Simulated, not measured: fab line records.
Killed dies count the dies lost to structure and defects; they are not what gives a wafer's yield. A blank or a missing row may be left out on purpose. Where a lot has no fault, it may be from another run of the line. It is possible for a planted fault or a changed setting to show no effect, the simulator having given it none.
One fault through the eyes of 2 desks | flow gf180mcu | each desk holds nothing but its own numbers, with what lay behind them at the end

== AT THE METROLOGY DESK ==
What the gauges read, lot by lot, whatever tool the lot ran on: means of the sampled wafers that have a number. A lot is out of limits, marked OUT, if its mean lies more than 4 standard deviations from the usual mean; the brackets give that distance.
Columns: A = M4_ALCU_THK at GF_M4_THK_MEAS_06, usual 470 nm
lot  | first seen here | A
L591 | day 23 13:39    | 475
L592 | day 23 23:31    | 475
L593 | day 24 01:15    | 474
L598 | day 25 23:55    | 467
L605 | day 27 17:36    | 467
L607 | day 28 09:36    | 466
L608 | day 28 17:27    | 467
L609 | day 28 22:13    | 470
L610 | day 29 00:28    | 469
L611 | day 29 08:52    | 466
L612 | day 29 16:54    | 472
L613 | day 29 22:38    | 469
L614 | day 30 08:41    | 476
This desk's finding: nothing out of limits on any of the 13 lots.

== AT THE TOOL OWNER'S DESK: cmp-01 ==
The tool's own readings at GF_V4_CMP_04 (polishes SiO2): means of the sampled wafers that have a number, for each lot that ran on this tool. A lot is out of limits, marked OUT, if its mean lies more than 4 standard deviations from the usual mean; the brackets give that distance.
Columns: A = motor current A at GF_V4_CMP_04, usual 12.5 A; B = time to endpoint s at GF_V4_CMP_04, usual 79 s
lot  | first seen here | A    | B
L592 | day 24 21:26    | 12.5 | 78
L593 | day 24 22:55    | 12.1 | 68
L598 | day 26 22:16    | 12.4 | 38 (-5.8) OUT
L607 | day 29 06:45    | 12.3 | 84
L608 | day 29 14:56    | 12.4 | 77
L609 | day 29 18:25    | 12.4 | 78
L610 | day 29 21:00    | 12.3 | 78
Finding of this desk: L598 out of limits; the first was L598 at day 26 22:16, on time to endpoint s at GF_V4_CMP_04. Within limits: L592, L593, L607, L608, L609, L610.

== PUT TOGETHER ==
On L598, at day 26 22:16, an alarm was possible from the tool owner's desk.
From the metrology desk's view, nothing was out of limits.
The metrology desk has L598 on record, within its limits.
All the named lots went through GF_V4_CMP_04 on cmp-01.

== WHAT THE SIMULATOR PUT IN ==
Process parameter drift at GF_V4_CMP_04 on cmp-01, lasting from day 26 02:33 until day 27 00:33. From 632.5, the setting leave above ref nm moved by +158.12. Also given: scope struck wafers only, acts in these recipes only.
Lots struck among those shown: L598.
How many hours passed from the start of the fault until each desk's first out-of-limits reading: the tool owner's desk, 20.
